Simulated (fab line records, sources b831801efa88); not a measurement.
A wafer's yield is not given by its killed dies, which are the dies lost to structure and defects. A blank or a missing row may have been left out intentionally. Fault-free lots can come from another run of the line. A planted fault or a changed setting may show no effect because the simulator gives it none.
A lot that was struck, set against a sound lot + flow sky130 + 15 out of 708 route steps
Sound: wafers L233.2, L233.4, L233.5. Wafers L242.1, L242.2, L242.6 were the ones struck. The cause is named last.
Each step with rows lists, per side, the tool, then ch with its chambers, then its first start. Under that, the readings that differ: sound wafers + struck wafers + difference of the means + sigmas: that difference in standard deviations of wafers without a fault.
alike: same words and numbers on both sides, and readings whose means sit less than 2 such deviations apart. not compared: any withheld reading, any reading some wafer has no value for, any bound like >300 that may hide the same value, and any number with overlapping values for which the record gives no deviation.
The two part at a step that has a row with sigmas, a row that says differs or no value, or rows on one side only. Non-overlapping numbers with no deviation appear without sigmas and do not part them. A reading missing from all wafers of one side parts the sides only when that side holds two or more wafers.

SKY_METAL4_ETCH_16: etches BARC in N2/H2, stops on SiO2, time 88.2 s, target depth 60 nm.
  sound on rie metal-03 ch 0,1, day 41 18:11; struck on rie metal-04 ch 0,1, day 44 14:31
  alike: drypump motor current A, oes product au, throttle valve pct
  not compared: rf hours counter h
SKY_METAL4_ETCH_17: etches SiO2 in C4F8/O2/Ar, stops on TiN, time 3.9 s, target depth 15 nm.
  sound on rie diel-03 ch 2,3, day 41 18:17; struck on rie diel-04 ch 1,3, day 44 14:37
  alike: oes product au
  not compared: rf hours counter h
SKY_METAL4_METAL_ETCH_18: etches the open film in Cl2/BCl3, stops on SiO2, target depth 845 nm, time 183.1 s.
  sound on rie metal-04 ch 0,1, day 41 18:18; struck on rie metal-01 ch 0,1, day 44 14:38
  alike: drypump motor current A, oes product au, throttle valve pct
  not compared: rf hours counter h
SKY_METAL4_STRIP_19: strips in O2/N2.
  sound on plasma asher-02 ch 0,1, day 41 18:29; struck on plasma asher-03 ch 0,1, day 44 14:49
  alike: drypump motor current A, oes product au, strip time to endpoint s
  not compared: rf hours counter h
then, 4 steps without rows for these wafers: SKY_METAL4_STRIP_20 (strips in post etch residue remover, time 1200 s); SKY_METAL4_CLEAN_21 (cleans in IPA, time 180 s); SKY_METAL4_CLEAN_22 (cleans in O3/DIW); SKY_VIA4_HDPCVD_00 (deposits SiO2, target thk 1750 nm, time 291.7 s).
SKY_VIA4_THK_MEAS_01:
  struck on film metro-02, day 44 15:37; sound on film metro-04, day 41 19:37
  alike: VIA4_HDPCVD_THK
SKY_VIA4_CMP_02: polishes SiO2.
  sound on cmp-02 ch 0,2,3, day 41 19:40; struck on cmp-02 ch 0,1,3, day 44 15:47
  alike: motor current A, platen rpm, slurry filter dp kPa
SKY_VIA4_BOW_MEAS_03:
  struck on film metro-04, day 44 15:59; sound on film metro-02, day 41 19:59
  alike: VIA4_BOW
then, 1 step without rows for these wafers: SKY_VIA4_DEHYDRATE_04 (time 60 s).
SKY_VIA4_HMDS_05: prime time 60 s.
  sound on litho track-02 ch 0, day 42 06:48; struck on litho track-04 ch 0, day 45 02:32
| reading          | sound                | struck               | difference | sigmas |
|------------------|----------------------|----------------------|------------|--------|
| prime temp c (C) | 119.78 119.85 119.88 | 118.28 118.63 118.38 | -1.41      | -11    |
  alike: exhaust pa
then, 1 step without rows for these wafers: SKY_VIA4_COAT_06 (resist thk 1140 nm).
SKY_PAD_OPEN_PROBE_99:
  the record holds rows for the sound wafers here (prober-01, day 45 17:19) but none for the struck ones

## WHERE THEY PART
First at SKY_VIA4_HMDS_05; last, within this record, at SKY_PAD_OPEN_PROBE_99.

WHY: the cause the simulator had injected
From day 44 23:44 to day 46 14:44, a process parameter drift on litho track-04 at SKY_VIA4_HMDS_05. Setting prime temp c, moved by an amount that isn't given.
